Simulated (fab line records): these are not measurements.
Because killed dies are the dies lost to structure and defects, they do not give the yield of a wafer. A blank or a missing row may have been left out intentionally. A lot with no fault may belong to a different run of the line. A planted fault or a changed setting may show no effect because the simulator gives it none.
Check for tools in common    flow sky130    13 lots and 39 wafers in the sample

THE REASON FOR OPENING IT
At SKY_RES_XHIGH_TW_MEAS_09 the reading RES_XHIGH_TW is flagged on 1 of 13 lots. Fault-free wafers read 1644, with a standard deviation of 9.8.
Rule: a lot is flagged in two cases, either no wafer of it has a number, or all its wafers with numbers fall more than 4 standard deviations from that mean. All remaining lots are regarded as sound.

lot   measured      on             RES_XHIGH_TW, wafer by wafer  flag
L710  day 27 12:01  film-metro-01  1625 1626 1634                
L712  day 28 07:37  film-metro-04  1661 1659 1661                
L714  day 28 14:22  film-metro-01  1656 1644 1644                
L716  day 30 03:07  film-metro-01  1636 1635 1629                
L718  day 30 06:01  film-metro-04  1643 1646 1651                
L717  day 30 09:40  film-metro-01  1630 1626 1632                
L719  day 30 18:22  film-metro-04  30 30 30                      FLAGGED
L725  day 32 13:17  film-metro-04  1654 1657 1647                
L728  day 33 04:16  film-metro-01  1641 1635 1637                
L729  day 33 14:08  film-metro-01  1653 1646 1650                
L727  day 33 14:37  film-metro-01  1646 1638 1647                
L730  day 33 21:25  film-metro-04  1638 1636 1650                
L731  day 34 05:22  film-metro-01  1621 1635 1633                
On average the flagged lots read 30, which is -1614 against the usual, or -99 or more standard deviations.

WHICH TOOL EACH LOT WENT THROUGH
3 process steps preceding the reading are held in the record, out of 708 steps in the route. Each cell gives the tool, then ch followed by the chambers the sampled wafers passed through, then the start.
lot   flag     SKY_POLY_CUT_ETCH_11                SKY_POLY_CUT_STRIP_12                 SKY_RES_XHIGH_EXPOSE_04
L710           rie-diel-03 ch 1,2,3, day 25 00:58  plasma-asher-02 ch 0,1, day 25 01:02  iline-stepper-02 ch 0, day 26 22:22
L712           rie-diel-02 ch 0,1,3, day 25 21:40  plasma-asher-03 ch 0,1, day 25 21:42  iline-stepper-01 ch 0, day 27 17:46
L714           rie-diel-03 ch 0,2,3, day 26 04:52  plasma-asher-02 ch 0,1, day 26 04:54  iline-stepper-01 ch 0, day 28 00:43
L716           rie-diel-03 ch 1,3, day 27 19:10    plasma-asher-01 ch 0,1, day 27 19:12  iline-stepper-02 ch 0, day 29 14:10
L718           rie-diel-04 ch 0,1,3, day 27 22:37  plasma-asher-01 ch 0,1, day 27 22:41  iline-stepper-02 ch 0, day 29 16:22
L717           rie-diel-03 ch 1,2, day 28 01:52    plasma-asher-02 ch 0,1, day 28 01:56  iline-stepper-02 ch 0, day 29 20:04
L719  FLAGGED  rie-diel-03 ch 1,2, day 28 09:37    plasma-asher-03 ch 0,1, day 28 09:39  iline-stepper-02 ch 0, day 30 04:16
L725           rie-diel-03 ch 0,1,2, day 30 05:04  plasma-asher-03 ch 1, day 30 05:06    iline-stepper-02 ch 0, day 31 23:31
L728           rie-diel-04 ch 1,2,3, day 30 22:28  plasma-asher-02 ch 0,1, day 30 22:30  iline-stepper-02 ch 0, day 32 15:12
L729           rie-diel-03 ch 1,2,3, day 31 08:13  plasma-asher-02 ch 0,1, day 31 08:15  iline-stepper-01 ch 0, day 33 00:46
L727           rie-diel-04 ch 0,1,2, day 31 08:50  plasma-asher-03 ch 0,1, day 31 08:53  iline-stepper-02 ch 0, day 33 01:38
L730           rie-diel-02 ch 1,2,3, day 31 14:52  plasma-asher-02 ch 0,1, day 31 14:54  iline-stepper-02 ch 0, day 33 07:50
L731           rie-diel-02 ch 0,2, day 31 22:46    plasma-asher-03 ch 0,1, day 31 22:48  iline-stepper-01 ch 0, day 33 15:20
What these steps do:
- SKY_POLY_CUT_ETCH_11: etches Si3N4 in CF4/CH2F2/Ar, stops on poly-Si, time 42.5 s, target depth 60 nm.
- SKY_POLY_CUT_STRIP_12: strips in O2/N2.
- SKY_RES_XHIGH_EXPOSE_04: exposes mask URPM, target cd 1270 nm.
- SKY_RES_XHIGH_TW_MEAS_09

FLAGGED OVER TOTAL, TOOL BY TOOL (the gauges that took the reading come last)
step                      tool              lots run  flagged  share of the flagged lots  sound lots run after its first flagged lot
SKY_POLY_CUT_ETCH_11      rie-diel-02       3         0        none                       -
SKY_POLY_CUT_ETCH_11      rie-diel-03       7         1        all                        2 (L725,L729)
SKY_POLY_CUT_ETCH_11      rie-diel-04       3         0        none                       -
SKY_POLY_CUT_STRIP_12     plasma-asher-01   2         0        none                       -
SKY_POLY_CUT_STRIP_12     plasma-asher-02   6         0        none                       -
SKY_POLY_CUT_STRIP_12     plasma-asher-03   5         1        all                        3 (L725,L727,L731)
SKY_RES_XHIGH_EXPOSE_04   iline-stepper-01  4         0        none                       -
SKY_RES_XHIGH_EXPOSE_04   iline-stepper-02  9         1        all                        4 (L725,L728,L727,L730)
SKY_RES_XHIGH_TW_MEAS_09  film-metro-01     8         0        none                       -
SKY_RES_XHIGH_TW_MEAS_09  film-metro-04     5         1        all                        2 (L725,L730)

WHAT IS ALLOWED BY THE TABLE
4 rows of the table ran every flagged lot: rie-diel-03 at SKY_POLY_CUT_ETCH_11, plasma-asher-03 at SKY_POLY_CUT_STRIP_12, iline-stepper-02 at SKY_RES_XHIGH_EXPOSE_04, film-metro-04 at SKY_RES_XHIGH_TW_MEAS_09.
- rie-diel-03 at SKY_POLY_CUT_ETCH_11: 1 of its 7 lots flagged. Sound lots followed the first flagged one (L725, L729) on it, something a lasting fault affecting the whole tool could not allow.
- plasma-asher-03 at SKY_POLY_CUT_STRIP_12: 1 of its 5 lots flagged. Sound lots followed the first flagged one (L725, L727, L731) on it, something a lasting fault affecting the whole tool could not allow.
- iline-stepper-02 at SKY_RES_XHIGH_EXPOSE_04: 1 of its 9 lots flagged. Sound lots followed the first flagged one (L725, L728, L727, L730) on it, something a lasting fault affecting the whole tool could not allow.
- film-metro-04 at SKY_RES_XHIGH_TW_MEAS_09: 1 of its 5 lots flagged. Sound lots followed the first flagged one (L725, L730) on it, something a lasting fault affecting the whole tool could not allow.
None of the table's rows ran every flagged lot and, after the first, no sound lot.

WHAT THE SIMULATOR HAD INSERTED
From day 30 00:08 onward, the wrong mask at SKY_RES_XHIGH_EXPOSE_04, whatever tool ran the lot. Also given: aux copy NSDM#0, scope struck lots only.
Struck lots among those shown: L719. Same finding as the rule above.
